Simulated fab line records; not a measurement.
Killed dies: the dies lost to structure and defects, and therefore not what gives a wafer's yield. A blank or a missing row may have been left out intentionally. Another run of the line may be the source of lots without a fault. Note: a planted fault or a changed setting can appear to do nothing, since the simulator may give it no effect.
fab line records -- flow sky130
[record] lots = 6, wafers = 18, last_day = 50
route steps=708 shown VIA1@482 METAL2@483 PAD_OPEN@708
lots untouched by any fault: they come from a run of this same line in which no faults occurred
start_h: the number of hours between the record's first day and the start of the first shown wafer of the lot -- wait_h: how many hours have passed since the lot's step before this one -- " same as the row above -- L1.1+2: a row that stands for several wafers -- - value missing, or start not given -- * or withheld: withheld -- < > ~ a bound
route shown NAME@n: NAME is a module with steps in the file, n the number in the route of the first one -- usual: mean/standard deviation of fault-free wafers -- same: alike in all rows -- chamber/n: place in a boat -- sites: per-site readings -- _std_site: the values' standard deviation -- _edge_site: mean of outer sites minus mean of inner sites -- radius_mm: how far each site lies from the wafer's centre -- mask NAME#n: copy n -- behind: the last tool/chamber to shape the wafer -- hold: cause of the lot's hold/its duration in hours/its outcome -- device: the n, p or np transistor that did not switch -- end of line: the route-end tests of the same wafers -- a step without rows: its recipe alone -- killed: not the wafer's yield, but the dies lost to structure and defects at the first sort -- map: shows each die of a wafer: x if killed, . if not, _ if none is there
set.NAME: the run value of the setting; set.NAME@STEP: its run value at that earlier step -- model.NAME: the simulator's own value behind a step, which no gauge read
lots at some steps of the route; a table a step, a row a wafer
services: when a tool's chamber went out of use (start_h, in hours from the record's first day, below 0 if earlier), for how many hours, and the reason
[[steps]]
[step SKY_VIA1_CMP_24]
[recipe] stop_on = SiO2, t_overpolish_s = 15, down_force_psi = 3.5, platen_rpm = 60, target_thk_nm = 0, pad_velocity_m_s = 0.94248
[step SKY_METAL2_SPUTTER_00]
[recipe] material = Ti, target_thk_nm = 15, power_w = 3000, time_s = 10, chamber_pressure_pa = 0.4
[usual] throttle_valve_pct = 29.4/1.1
lot.wafer,tool,chamber,start_h,wait_h,throttle_valve_pct
L439.1,pvd_sputter-02,-,795.05,0.2,29.1
L439.2,pvd_sputter-02,-,795.05,0.2,30.4
L439.3,pvd_sputter-02,-,795.05,0.2,28.9
L443.3,pvd_sputter-02,-,838.87,0.2,30.5
L443.5,pvd_sputter-02,-,838.87,0.2,30.7
L443.6,pvd_sputter-02,-,838.87,0.2,30.5
L453.2,pvd_sputter-01,-,924.51,0.1,30.3
L453.3,pvd_sputter-01,-,924.51,0.1,27.6
L453.6,pvd_sputter-01,-,924.51,0.1,30.4
L449.3,pvd_sputter-02,-,927.09,0.2,28.9
L449.4,pvd_sputter-02,-,927.09,0.2,29.0
L449.6,pvd_sputter-02,-,927.09,0.2,29.2
L455.4,pvd_sputter-01,-,941.68,0.2,30.1
L455.5,pvd_sputter-01,-,941.68,0.2,27.3
L455.6,pvd_sputter-01,-,941.68,0.2,30.1
L457.1,pvd_sputter-02,-,948.21,0.1,30.8
L457.3,pvd_sputter-02,-,948.21,0.1,31.2
L457.5,pvd_sputter-02,-,948.21,0.1,30.4
[step SKY_METAL2_SPUTTER_01]
[recipe] material = TiN, target_thk_nm = 20, power_w = 6500, time_s = 16.7, chamber_pressure_pa = 0.4
[usual] throttle_valve_pct = 29.4/1.1
lot.wafer,tool,chamber,start_h,wait_h,throttle_valve_pct
L439.1,pvd_sputter-02,-,795.07,0.0,29.3
L439.2,pvd_sputter-02,-,795.07,0.0,30.4
L439.3,pvd_sputter-02,-,795.07,0.0,29.0
L443.3,pvd_sputter-02,-,838.90,0.0,30.3
L443.5,pvd_sputter-02,-,838.90,0.0,30.6
L443.6,pvd_sputter-02,-,838.90,0.0,30.3
L453.2,pvd_sputter-01,-,924.53,0.0,30.3
L453.3,pvd_sputter-01,-,924.53,0.0,27.5
L453.6,pvd_sputter-01,-,924.53,0.0,30.2
L449.3,pvd_sputter-02,-,927.12,0.0,28.9
L449.4,pvd_sputter-02,-,927.12,0.0,29.2
L449.6,pvd_sputter-02,-,927.12,0.0,29.3
L455.4,pvd_sputter-01,-,941.71,0.0,30.2
L455.5,pvd_sputter-01,-,941.71,0.0,27.6
L455.6,pvd_sputter-01,-,941.71,0.0,30.2
L457.1,pvd_sputter-02,-,948.24,0.0,30.6
L457.3,pvd_sputter-02,-,948.24,0.0,30.8
L457.5,pvd_sputter-02,-,948.24,0.0,30.5
[step SKY_METAL2_SPUTTER_02]
[recipe] material = AlCu, target_thk_nm = 250, power_w = 10600, time_s = 13.3, chamber_pressure_pa = 0.4
[usual] throttle_valve_pct = 29.4/1.1
lot.wafer,tool,chamber,start_h,wait_h,throttle_valve_pct
L439.1,pvd_sputter-02,-,795.10,0.0,29.3
L439.2,pvd_sputter-02,-,795.10,0.0,30.4
L439.3,pvd_sputter-02,-,795.10,0.0,29.0
L443.3,pvd_sputter-02,-,838.92,0.0,30.7
L443.5,pvd_sputter-02,-,838.92,0.0,30.7
L443.6,pvd_sputter-02,-,838.92,0.0,30.3
L453.2,pvd_sputter-01,-,924.56,0.0,30.3
L453.3,pvd_sputter-01,-,924.56,0.0,27.5
L453.6,pvd_sputter-01,-,924.56,0.0,30.2
L449.3,pvd_sputter-02,-,927.14,0.0,28.9
L449.4,pvd_sputter-02,-,927.14,0.0,29.2
L449.6,pvd_sputter-02,-,927.14,0.0,29.4
L455.4,pvd_sputter-01,-,941.73,0.0,30.2
L455.5,pvd_sputter-01,-,941.73,0.0,27.5
L455.6,pvd_sputter-01,-,941.73,0.0,30.0
L457.1,pvd_sputter-02,-,948.26,0.0,30.3
L457.3,pvd_sputter-02,-,948.26,0.0,31.0
L457.5,pvd_sputter-02,-,948.26,0.0,30.4
[step SKY_METAL2_SPUTTER_03]
[recipe] material = Ti, target_thk_nm = 5, power_w = 3000, time_s = 3.3, chamber_pressure_pa = 0.4
[usual] throttle_valve_pct = 29.4/1.1
lot.wafer,tool,chamber,start_h,wait_h,throttle_valve_pct
L439.1,pvd_sputter-02,-,795.12,0.0,29.4
L439.2,pvd_sputter-02,-,795.12,0.0,30.7
L439.3,pvd_sputter-02,-,795.12,0.0,28.9
L443.3,pvd_sputter-02,-,838.95,0.0,30.4
L443.5,pvd_sputter-02,-,838.95,0.0,30.7
L443.6,pvd_sputter-02,-,838.95,0.0,30.3
L453.2,pvd_sputter-01,-,924.58,0.0,30.4
L453.3,pvd_sputter-01,-,924.58,0.0,27.4
L453.6,pvd_sputter-01,-,924.58,0.0,30.2
L449.3,pvd_sputter-02,-,927.17,0.0,29.0
L449.4,pvd_sputter-02,-,927.17,0.0,29.3
L449.6,pvd_sputter-02,-,927.17,0.0,29.4
L455.4,pvd_sputter-01,-,941.76,0.0,30.3
L455.5,pvd_sputter-01,-,941.76,0.0,27.3
L455.6,pvd_sputter-01,-,941.76,0.0,30.6
L457.1,pvd_sputter-02,-,948.29,0.0,30.5
L457.3,pvd_sputter-02,-,948.29,0.0,30.7
L457.5,pvd_sputter-02,-,948.29,0.0,30.3
[step SKY_METAL2_SPUTTER_04]
[recipe] material = TiN, target_thk_nm = 70, power_w = 6500, time_s = 58.3, chamber_pressure_pa = 0.4
[usual] throttle_valve_pct = 29.4/1.1
lot.wafer,tool,chamber,start_h,wait_h,throttle_valve_pct
L439.1,pvd_sputter-02,-,795.14,0.0,29.3
L439.2,pvd_sputter-02,-,795.14,0.0,30.4
L439.3,pvd_sputter-02,-,795.14,0.0,28.8
L443.3,pvd_sputter-02,-,838.97,0.0,30.2
L443.5,pvd_sputter-02,-,838.97,0.0,30.8
L443.6,pvd_sputter-02,-,838.97,0.0,30.2
L453.2,pvd_sputter-01,-,924.60,0.0,30.3
L453.3,pvd_sputter-01,-,924.60,0.0,27.5
L453.6,pvd_sputter-01,-,924.60,0.0,30.1
L449.3,pvd_sputter-02,-,927.18,0.0,29.2
L449.4,pvd_sputter-02,-,927.18,0.0,29.2
L449.6,pvd_sputter-02,-,927.18,0.0,29.1
L455.4,pvd_sputter-01,-,941.77,0.0,30.0
L455.5,pvd_sputter-01,-,941.77,0.0,27.7
L455.6,pvd_sputter-01,-,941.77,0.0,30.3
L457.1,pvd_sputter-02,-,948.30,0.0,30.3
L457.3,pvd_sputter-02,-,948.30,0.0,30.7
L457.5,pvd_sputter-02,-,948.30,0.0,30.5
[step SKY_METAL2_RS_MEAS_05]
[recipe] thk_meas_gauge = four-point-probe, reads = TiN_of_METAL2_SPUTTER_04+Ti_of_METAL2_SPUTTER_03+AlCu_of_METAL2_SPUTTER_02+TiN_of_METAL2_SPUTTER_01+Ti_of_METAL2_SPUTTER_00
[usual] METAL2_ALCU_RS = 0.1271/0.0016
lot.wafer,tool,chamber,start_h,wait_h,METAL2_ALCU_RS[ohm/sq]
L439.1,film_metro-01,-,795.19,0.0,0.1248
L439.2,film_metro-01,-,795.19,0.0,0.1276
L439.3,film_metro-01,-,795.19,0.0,0.1254
L443.3,film_metro-01,-,839.05,0.1,0.1269
L443.5,film_metro-01,-,839.05,0.1,0.1256
L443.6,film_metro-01,-,839.05,0.1,0.1275
L453.2,film_metro-02,-,924.67,0.0,0.1282
L453.3,film_metro-02,-,924.67,0.0,0.1293
L453.6,film_metro-02,-,924.67,0.0,0.1270
L449.3,film_metro-02,-,927.27,0.1,0.1264
L449.4,film_metro-02,-,927.27,0.1,0.1272
L449.6,film_metro-02,-,927.27,0.1,0.1286
L455.4,film_metro-03,-,941.88,0.1,0.1282
L455.5,film_metro-03,-,941.88,0.1,0.1287
L455.6,film_metro-03,-,941.88,0.1,0.1276
L457.1,film_metro-02,-,948.35,0.0,0.1270
L457.3,film_metro-02,-,948.35,0.0,0.1277
L457.5,film_metro-02,-,948.35,0.0,0.1273
[step SKY_METAL2_THK_MEAS_06]
[recipe] thk_meas_gauge = xrf, reads = AlCu_of_METAL2_SPUTTER_02
[usual] METAL2_ALCU_THK = 245/3.5
lot.wafer,tool,chamber,start_h,wait_h,METAL2_ALCU_THK[nm]
L439.1,film_metro-01,-,795.31,0.1,250
L439.2,film_metro-01,-,795.31,0.1,243
L439.3,film_metro-01,-,795.31,0.1,249
L443.3,film_metro-01,-,839.15,0.1,249
L443.5,film_metro-01,-,839.15,0.1,250
L443.6,film_metro-01,-,839.15,0.1,246
L453.2,film_metro-02,-,924.78,0.1,243
L453.3,film_metro-02,-,924.78,0.1,243
L453.6,film_metro-02,-,924.78,0.1,247
L449.3,film_metro-02,-,927.37,0.1,248
L449.4,film_metro-02,-,927.37,0.1,247
L449.6,film_metro-02,-,927.37,0.1,246
L455.4,film_metro-03,-,941.97,0.1,242
L455.5,film_metro-03,-,941.97,0.1,238
L455.6,film_metro-03,-,941.97,0.1,241
L457.1,film_metro-02,-,948.47,0.1,245
L457.3,film_metro-02,-,948.47,0.1,244
L457.5,film_metro-02,-,948.47,0.1,247
[step SKY_METAL2_DEHYDRATE_07]
[recipe] temp_c = 200, time_s = 60
[step SKY_METAL2_HMDS_08]
[recipe] prime_time_s = 60, prime_temp_c = 120
[step SKY_METAL2_COAT_09]
[recipe] resist = BARC, temp_c = withheld, time_s = withheld, spin_rpm = 3000, resist_thk_nm = 60
[step SKY_METAL2_COAT_10]
[recipe] resist = KrF-thick, spin_rpm = 3000, resist_thk_nm = 450
[step SKY_METAL2_SOFTBAKE_11]
[recipe] temp_c = 100, time_s = 90, resist = KrF-thick
[usual] run_length_s = 119.14/0.14
lot.wafer,tool,chamber,start_h,wait_h,run_length_s
L439.1,litho_track-01,0,808,-,119.31
L439.2,litho_track-01,0,808,-,119.08
L439.3,litho_track-01,0,808,-,119.09
L443.3,litho_track-02,0,852,-,119.10
L443.5,litho_track-02,0,852,-,119.17
L443.6,litho_track-02,0,852,-,119.10
L453.2,litho_track-02,0,936,-,124.73
L453.3,litho_track-02,0,936,-,124.75
L453.6,litho_track-02,0,936,-,124.92
L449.3,litho_track-02,0,939,-,124.84
L449.4,litho_track-02,0,939,-,124.88
L449.6,litho_track-02,0,939,-,124.84
L455.4,litho_track-01,0,954,-,119.12
L455.5,litho_track-01,0,954,-,119.06
L455.6,litho_track-01,0,954,-,119.19
L457.1,litho_track-01,0,960,-,119.17
L457.3,litho_track-01,0,960,-,119.09
L457.5,litho_track-01,0,960,-,119.08
[step SKY_METAL2_EXPOSE_12]
[recipe] mask_id = MM2, na = 0.8, source_shape = annular, sigma_inner = 0.55, sigma_outer = 0.85, target_cd_nm = 140, dose_mj = 28
[step SKY_PAD_OPEN_PROBE_99]
[usual] defect_limited_yield = 82.6/2, killed_at_M0_to_M3 = 43/7.3, killed_at_M4_up = 3.4/1.7, killed_at_contacts = 24/4.5, killed_at_front_end = 16/4.4, killed_at_other = 0.2/0.51, killed_dies = 86/9.7, killed_open = 46/6.6, killed_short = 39/7.1, sort_bin_3_pad_short = 0.9/0.45, sort_bin_5_function = 10.4/1.4, sort_bin_6_memory = 6.2/1.2, sort_n_pass = 406/9.7, sort_yield_pct = 82.6/2
[same] gross_dies = 492, killed_at_back_side = 0, sort_bin_4_leakage[%] = 0, sort_bin_8_speed[%] = 0
lot.wafer,tool,chamber,start_h,wait_h,defect_limited_yield[%],killed_at_M0_to_M3,killed_at_M4_up,killed_at_contacts,killed_at_front_end,killed_at_other,killed_dies,killed_open,killed_short,sort_bin_3_pad_short[%],sort_bin_5_function[%],sort_bin_6_memory[%],sort_n_pass,sort_yield_pct[%]
L439.1,prober-01,-,1076.68,0.1,81.9,41,3,19,26,0,89,49,38,1.2,12.0,4.9,403,81.9
L439.2,prober-01,-,1076.73,0.1,83.7,46,3,21,10,0,80,44,35,0.6,9.8,5.9,412,83.7
L439.3,prober-01,-,1076.78,0.2,85.8,33,1,23,13,0,70,44,25,0.4,8.1,5.7,422,85.8
L443.3,prober-01,-,1109.66,0.2,84.8,33,4,25,13,0,75,35,40,1.4,9.3,4.5,417,84.8
L443.5,prober-01,-,1109.76,0.2,80.3,54,4,20,19,0,97,44,53,1.6,12.0,6.1,395,80.3
L443.6,prober-01,-,1109.81,0.2,84.8,37,2,23,13,0,75,41,34,0.6,8.1,6.5,417,84.8
L449.3,prober-01,-,1175.53,0.2,82.7,42,6,25,12,0,85,47,36,1.0,9.8,6.5,407,82.7
L449.4,prober-01,-,1175.58,0.2,85.8,34,2,21,12,1,70,35,33,0.6,8.3,5.3,422,85.8
L449.6,prober-01,-,1175.68,0.2,83.5,38,2,21,20,0,81,43,38,0.6,9.6,6.3,411,83.5
L455.4,prober-01,-,1185.44,0.2,82.9,39,5,22,18,0,84,44,38,0.6,10.6,5.9,408,82.9
L455.5,prober-01,-,1185.49,0.2,81.7,49,3,21,17,0,90,54,36,1.4,10.8,6.1,402,81.7
L455.6,prober-01,-,1185.54,0.2,80.5,53,1,26,16,0,96,53,42,0.8,12.2,6.5,396,80.5
// killed by level:class
L439.1 VIA2:geometric_particle:open=14 VIA1:geometric_particle:open=8 FIELD_ISO:geometric_particle:short=7 FIELD_ISO:geometric_particle:open=6 CONTACT:geometric_particle:short=5 CONTACT:geometric_particle:open=5 VIA3:geometric_particle:open=5 POLY_GATE:geometric_particle:short=4
L439.2 VIA1:geometric_particle:open=14 CONTACT:geometric_particle:open=7 VIA2:geometric_particle:open=7 VIA3:geometric_particle:open=6 POLY_GATE:geometric_particle:short=4 LI_CONTACT:geometric_particle:open=4 LOCAL_INTERCONNECT:geometric_particle:short=4 METAL1:geometric_particle:short=4
L439.3 CONTACT:geometric_particle:open=13 VIA3:geometric_particle:open=8 VIA2:geometric_particle:open=5 VIA1:geometric_particle:short=4 VIA1:geometric_particle:open=4 FIELD_ISO:geometric_particle:short=3 FIELD_ISO:geometric_particle:open=3 POLY_GATE:geometric_particle:open=3
L443.3 LOCAL_INTERCONNECT:geometric_particle:short=7 CONTACT:geometric_particle:short=6 VIA2:geometric_particle:open=6 METAL1:geometric_particle:short=6 FIELD_ISO:geometric_particle:open=4 POLY_GATE:geometric_particle:short=4 METAL2:geometric_particle:short=4 CONTACT:geometric_particle:open=4
L443.5 VIA3:geometric_particle:open=10 METAL2:geometric_particle:short=10 VIA1:geometric_particle:open=8 FIELD_ISO:geometric_particle:short=7 CONTACT:geometric_particle:open=7 VIA2:geometric_particle:short=6 VIA2:geometric_particle:open=6 LI_CONTACT:geometric_particle:open=6
L443.6 VIA2:geometric_particle:open=13 CONTACT:geometric_particle:open=11 METAL2:geometric_particle:short=6 FIELD_ISO:geometric_particle:short=5 CONTACT:geometric_particle:short=5 VIA1:geometric_particle:short=5 LOCAL_INTERCONNECT:geometric_particle:short=4 POLY_GATE:geometric_particle:open=3
L449.3 VIA1:geometric_particle:open=10 METAL1:geometric_particle:short=7 CONTACT:geometric_particle:open=7 LI_CONTACT:geometric_particle:open=6 LI_CONTACT:geometric_particle:short=5 VIA3:geometric_particle:short=5 VIA2:geometric_particle:open=5 VIA3:geometric_particle:open=5
L449.4 VIA2:geometric_particle:open=7 LI_CONTACT:geometric_particle:open=6 CONTACT:geometric_particle:short=6 CONTACT:geometric_particle:open=5 METAL1:geometric_particle:open=5 LI_CONTACT:geometric_particle:short=4 METAL1:geometric_particle:short=4 VIA1:geometric_particle:short=4
L449.6 FIELD_ISO:geometric_particle:open=7 METAL1:geometric_particle:short=7 VIA1:geometric_particle:open=7 METAL2:geometric_particle:short=6 CONTACT:geometric_particle:open=5 VIA2:geometric_particle:short=5 POLY_GATE:geometric_particle:short=4 POLY_GATE:geometric_particle:open=4
L455.4 VIA1:geometric_particle:open=16 LI_CONTACT:geometric_particle:open=7 METAL1:geometric_particle:short=6 POLY_GATE:geometric_particle:short=5 CONTACT:geometric_particle:open=5 METAL2:geometric_particle:short=5 POLY_GATE:geometric_particle:open=4 CONTACT:geometric_particle:short=4
L455.5 VIA3:geometric_particle:open=12 CONTACT:geometric_particle:open=10 VIA2:geometric_particle:open=8 VIA1:geometric_particle:open=6 FIELD_ISO:geometric_particle:open=5 METAL2:geometric_particle:short=5 METAL1:geometric_particle:short=5 POLY_GATE:geometric_particle:open=4
L455.6 VIA1:geometric_particle:open=16 LI_CONTACT:geometric_particle:open=9 METAL1:geometric_particle:short=8 CONTACT:geometric_particle:short=7 VIA3:geometric_particle:open=7 CONTACT:geometric_particle:open=4 VIA1:geometric_particle:short=4 METAL2:geometric_particle:short=4
[[services]]
tool,chamber,start_h,hours,kind
pvd_sputter-02,-,782.71,1.2,repair
pvd_sputter-02,-,791.87,1.8,repair
pvd_sputter-02,-,802.97,4.8,repair
pvd_sputter-02,-,834.71,1.1,repair
litho_track-01,-,845.63,-,consumable_replace:filter
pvd_sputter-02,-,887.64,3.4,repair
pvd_sputter-01,-,890.77,4.1,repair
pvd_sputter-02,-,904.31,11.8,repair
pvd_sputter-01,-,925.11,1.4,repair
[[key]]
[first_sign] step = SKY_METAL2_SOFTBAKE_11, reading = run_length_s, direction = up, sigmas = 40, usual = *, struck = *
effect none on later readings
met_at SKY_METAL2_SOFTBAKE_11
struck_wafers L449.3,L449.4,L449.6,L453.2,L453.3,L453.6
onset_between 852 936
[fault] kind = process_parameter_drift, tool = litho_track-02, chamber = -, onset_h = 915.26, steps = SKY_METAL2_SOFTBAKE_11, channel = time_s, offset = *, shape = step, end_h = 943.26, acts_in = *, stated = *
